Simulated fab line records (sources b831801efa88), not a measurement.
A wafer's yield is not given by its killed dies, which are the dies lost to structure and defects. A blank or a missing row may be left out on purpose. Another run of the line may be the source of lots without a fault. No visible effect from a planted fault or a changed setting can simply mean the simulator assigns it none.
What tool caused it? + flow sfq-line + 7 lots with 20 wafers sampled at 3 steps, on a route of 325 steps

WHAT EACH GAUGE READ, for each wafer
SFQ_M4_RS_MEAS_924: the measuring method here is four-point-probe.
| lot  | measured     | on            | M4_NB_RS (ohm/sq) |
|------|--------------|---------------|-------------------|
| L187 | day 38 14:31 | film-metro-04 | 0.894 0.882 0.885 |
| L189 | day 39 13:22 | film-metro-04 | 0.877 0.887 0.878 |
| L191 | day 40 08:41 | film-metro-03 | 0.879 0.582       |
| L194 | day 41 02:27 | film-metro-01 | 0.589 0.883 0.890 |
| L201 | day 44 01:52 | film-metro-03 | 0.877 0.885 0.890 |
| L203 | day 44 21:11 | film-metro-01 | 0.876 0.877 0.886 |
| L205 | day 45 13:47 | film-metro-01 | 0.892 0.887 0.900 |

TOOL THAT RAN EACH LOT (tool first, then ch and the chambers of the sampled wafers, then the start)
| lot  | SFQ_TRILAYER_M2_STRIP_STRIP_061   | SFQ_TRILAYER_M4_DEP_SPUTTER_091 |
|------|-----------------------------------|---------------------------------|
| L187 | rie-metal-02 ch 0,1, day 18 15:37 | pvd-sputter-05, day 38 14:26    |
| L189 | rie-metal-02 ch 0,1, day 19 11:01 | pvd-sputter-05, day 39 13:13    |
| L191 | rie-metal-02 ch 0,1, day 20 06:13 | pvd-sputter-06, day 40 08:32    |
| L194 | rie-metal-04 ch 0,1, day 22 02:06 | pvd-sputter-06, day 41 02:22    |
| L201 | rie-metal-01 ch 0,1, day 25 04:50 | pvd-sputter-05, day 44 01:47    |
| L203 | rie-metal-04 ch 0,1, day 25 21:38 | pvd-sputter-06, day 44 21:06    |
| L205 | rie-metal-01 ch 0, day 26 18:02   | pvd-sputter-04, day 45 13:41    |
- SFQ_TRILAYER_M2_STRIP_STRIP_061: strips in O2.
- SFQ_TRILAYER_M4_DEP_SPUTTER_091: material Nb, target thk 200 nm, time 133.3 s.

THE ANSWER, worked out from the rows above alone
Rule: the lots themselves supply what counts as usual. Put in order of their means at a reading, lots are off if they are a third of the lots or fewer, leave a main group of 4 or more, and stand apart from it by a gap of 3 or more times the standard deviation of the main group's means; of several such gaps the widest counts. Not used: any main group whose means are identical at the precision the tables above print for the reading. Also off: a lot with no number at a reading for which 4 or more lots have one. Any other lot the step has rows for is counted as sound.
Off: L191, L194, seen at SFQ_M4_RS_MEAS_924 (M4_NB_RS). For the main group the mean is 0.885 ohm/sq and the standard deviation 0.0048.
If a tool, at a process step before that reading, ran all the lots that are off and no sound lot after the first of them, it fits. The gauges at SFQ_M4_RS_MEAS_924 are tried like those tools. None of those tried fits.

WHAT THE SIMULATOR PUT IN
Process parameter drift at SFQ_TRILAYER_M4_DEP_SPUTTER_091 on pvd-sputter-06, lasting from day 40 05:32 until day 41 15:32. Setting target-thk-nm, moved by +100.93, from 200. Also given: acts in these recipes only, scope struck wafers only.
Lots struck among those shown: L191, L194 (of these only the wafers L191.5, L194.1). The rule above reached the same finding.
